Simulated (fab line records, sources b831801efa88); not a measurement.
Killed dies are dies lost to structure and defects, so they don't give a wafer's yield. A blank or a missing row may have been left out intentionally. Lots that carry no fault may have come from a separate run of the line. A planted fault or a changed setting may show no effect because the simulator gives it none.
A struck lot beside a sound one :: flow gf180mcu :: 16 out of 602 route steps
Sound: wafers L975.3, L975.5, L975.6. Wafers struck: L982.2, L982.4, L982.5. The cause comes at the end.
Per side, at each step with rows, come the tool, then ch with its chambers, and then its first start. Under that, the readings that differ: sound wafers :: struck wafers :: difference of the means :: sigmas: that difference in standard deviations of wafers without a fault.
alike: same words and numbers on both sides, and readings whose means sit less than 2 such deviations apart. not compared: any withheld reading, any reading some wafer has no value for, any bound like >300 that may hide the same value, and any number with overlapping values for which the record gives no deviation.
A row with sigmas, a row that says differs or no value, or rows on one side alone: a step with any of these is where the two part. When numbers do not overlap yet have no deviation, they are printed without sigmas and do not part them. A reading missing from all wafers of one side parts the sides only when that side holds two or more wafers.

first, 1 step without rows for these wafers: GF_LVPWELL_DEVELOP_06 (develop time 60 s).
GF_LVPWELL_OVL_MEAS_07:
  sound on overlay-02 at day 5 11:44; struck on overlay-01 at day 7 03:13
  alike: LVPWELL_OVL
then, 2 steps without rows for these wafers: GF_LVPWELL_IMPLANT_08; GF_LVPWELL_IMPLANT_09.
GF_LVPWELL_STRIP_10: strips in O2/N2.
  sound on plasma-asher-04 ch 0,1, day 5 12:05; struck on plasma-asher-04 ch 0, day 7 03:33
reading: strip-time-to-endpoint-s (s)
sound: 37.23 37.33 37.31
struck: 37.04 37.04 37.07
difference: -0.24
sigmas: -2
  alike: drypump-motor-current-A, heater-power-w, oes-product-au
  not compared: rf-hours-counter-h
GF_LVPWELL_TW_MEAS_11:
  sound on film-metro-01 at day 5 12:10; struck on film-metro-04 at day 7 03:40
  alike: LVPWELL_TW
then, 6 steps without rows for these wafers: GF_MVSD_DEHYDRATE_00 (time 60 s); GF_MVSD_HMDS_01 (prime time 60 s); GF_MVSD_COAT_02 (resist thk 3000 nm); GF_MVSD_SOFTBAKE_03; GF_MVSD_EXPOSE_04 (exposes mask MVSD, target cd 1000 nm); GF_MVSD_PEB_05.
GF_MVSD_DEVELOP_06: develop time 60 s.
  sound on litho-track-03 ch 0, day 6 02:00; struck on litho-track-04 ch 0, day 7 18:00
  alike: exhaust-pa
GF_MVSD_OVL_MEAS_07:
  sound on overlay-02 at day 6 02:32; struck on overlay-01 at day 7 18:44
reading: MVSD_OVL (nm)
sound: -0.1 0.9 0.5
struck: - - -
difference: no value on the struck wafers
sigmas: 
then, 1 step without rows for these wafers: GF_MVSD_IMPLANT_08.
GF_PASSIVATION_PROBE_99:
  sound wafers here have rows in the record (prober-01, day 31 04:39); struck ones have none

WHERE THEY PART
Last at GF_PASSIVATION_PROBE_99 as far as this record goes, first at GF_LVPWELL_STRIP_10.

WHY: whatever the simulator had introduced
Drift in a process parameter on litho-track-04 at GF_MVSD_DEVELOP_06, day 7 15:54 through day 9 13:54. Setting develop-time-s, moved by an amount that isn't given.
